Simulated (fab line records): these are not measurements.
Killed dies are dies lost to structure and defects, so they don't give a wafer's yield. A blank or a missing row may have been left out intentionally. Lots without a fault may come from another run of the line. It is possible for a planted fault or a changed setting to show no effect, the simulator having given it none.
Comparing a struck lot with a sound one + flow sky130 + 17 steps out of a route of 708
Sound: the wafers L701.3, L701.4, L701.5. Wafers L705.1, L705.4, L705.5 were the ones struck. The cause is named last.
Per side, at each step with rows, come the tool, then ch with its chambers, and then its first start. Under that, the readings that differ: sound wafers + struck wafers + difference of the means + sigmas: that difference in standard deviations of wafers without a fault.
alike: a reading whose means differ by less than 2 such deviations, as well as words and numbers matching on both sides. not compared: withheld readings; readings where some wafer has no value; bounds like >300 that might hide an equal value; numbers whose values overlap and for which the record gives no deviation.
A row with sigmas, a row that says differs or no value, or rows on one side alone: a step with any of these is where the two part. When numbers do not overlap yet have no deviation, they are printed without sigmas and do not part them. Lack of a reading on every wafer of one side parts them only where that side has two or more wafers.

SKY_VIA2_CMP_02: polishes SiO2.
  sound on cmp-02 ch 0,2, day 39 01:50; struck on cmp-02 ch 0,3, day 39 17:06
  alike: motor-current-A
SKY_VIA2_BOW_MEAS_03:
  struck on film-metro-03, day 39 17:24; sound on film-metro-03, day 39 02:07
  alike: VIA2_BOW
then, 8 steps without rows for these wafers: SKY_VIA2_DEHYDRATE_04 (time 60 s); SKY_VIA2_HMDS_05 (prime time 60 s); SKY_VIA2_COAT_06 (resist thk 59.41 nm); SKY_VIA2_COAT_07 (resist thk 450 nm); SKY_VIA2_SOFTBAKE_08 (time 90 s); SKY_VIA2_EXPOSE_09 (exposes mask VIM2, target cd 200 nm); SKY_VIA2_PEB_10; SKY_VIA2_DEVELOP_11 (develop time 60 s).
SKY_VIA2_CD_MEAS_12 targets a cd of 200 nm.
  struck on cd-sem-01, day 40 17:29; sound on cd-sem-01, day 40 02:37
  alike: cd-nm
SKY_VIA2_OVL_MEAS_13:
  struck on overlay-01, day 40 17:37; sound on overlay-01, day 40 02:43
  alike: VIA2_OVL
SKY_VIA2_ETCH_14: etches BARC in N2/H2, stops on SiO2, time 45.9 s, target depth 60 nm.
  sound on rie-diel-01 ch 2,3, day 40 02:44; struck on rie-diel-01 ch 0,1,3, day 40 17:38
  no value came back on the struck wafers for any of 5 readings (bias-w (W), chamber-pressure-mTorr (mTorr) and others); on the sound wafers bias-w (W) reads 100.2 100.0 100.2
| reading                                     | sound             | struck            | difference | sigmas |
|---------------------------------------------|-------------------|-------------------|------------|--------|
| model.KrF-thick_of_VIA2_COAT_07.thk-nm (nm) | 391.8 390.9 389.2 | 435.1 434.3 434.9 | +44.1      |        |
  not compared: rf-hours-counter-h
SKY_VIA2_ETCH_15: etches SiO2 in C4F8/O2/Ar, stops on TiN, target depth 546 nm, time 84 s.
  sound on rie-diel-01 ch 2,3, day 40 02:47; struck on rie-diel-01 ch 0,1,3, day 40 17:41
| reading                                     | sound             | struck            | difference | sigmas      |
|---------------------------------------------|-------------------|-------------------|------------|-------------|
| oes-product-au (a.u.)                       | 0.939 0.939 0.937 | 0.380 0.381 0.372 | -0.561     | -99 or more |
| model.KrF-thick_of_VIA2_COAT_07.thk-nm (nm) | 282.1 282.3 278.6 | 323.9 325.7 322.2 | +42.9      |             |
  alike: bias-w, chamber-pressure-mTorr
  not compared: rf-hours-counter-h
SKY_VIA2_STRIP_16: strips in O2/N2.
  sound on plasma-asher-02 ch 0,1, day 40 02:53; struck on plasma-asher-04 ch 0,1, day 40 17:45
| reading                      | sound             | struck            | difference | sigmas |
|------------------------------|-------------------|-------------------|------------|--------|
| oes-product-au (a.u.)        | 0.406 0.401 0.388 | 0.417 0.418 0.417 | +0.019     | +4     |
| strip-time-to-endpoint-s (s) | 4.03 4.04 3.99    | 4.47 4.47 4.46    | +0.45      | +12    |
  alike: drypump-motor-current-A
  not compared: rf-hours-counter-h
then, 1 step without rows for these wafers: SKY_VIA2_STRIP_17 (strips in post etch residue remover, time 1200 s).
-- the record jumps here: 9 days lie between the struck wafers' starts before and after (it left off in module VIA2 and takes up again in module PAD_OPEN, whose first step shown is number 708 of the route) --
SKY_PAD_OPEN_PROBE_99:
  struck on prober-01, day 49 07:54; sound on prober-01, day 48 17:44
| reading                  | sound          | struck         | difference | sigmas |
|--------------------------|----------------|----------------|------------|--------|
| defect-limited-yield (%) | 83.7 84.6 84.3 | 0 0 0          | -84        | -47    |
| killed_at_M0_to_M3       | 40 41 41       | 462 446 449    | +412       | +62    |
| killed-dies              | 80 76 77       | 492 492 492    | +414       | +48    |
| killed-on-rim            | 14 19 18       | 96 96 96       | +79        | +21    |
| sort_bin_5_function (%)  | 9.6 7.7 7.5    | 92.7 91.9 94.1 | +84.6      | +60    |
| sort-n-pass              | 412 416 415    | 0 0 0          | -414       | -48    |
| sort-yield-pct (%)       | 83.7 84.6 84.3 | 0 0 0          | -84        | -47    |
  alike: killed_at_M4_up, killed-at-contacts, killed-at-front-end, killed-at-other, killed-open, killed-short, sort_bin_3_pad_short, sort_bin_6_memory

## WHERE THEY PART
At SKY_VIA2_ETCH_14 first; at SKY_PAD_OPEN_PROBE_99 last (within this record only).

WHY: the cause the simulator had injected
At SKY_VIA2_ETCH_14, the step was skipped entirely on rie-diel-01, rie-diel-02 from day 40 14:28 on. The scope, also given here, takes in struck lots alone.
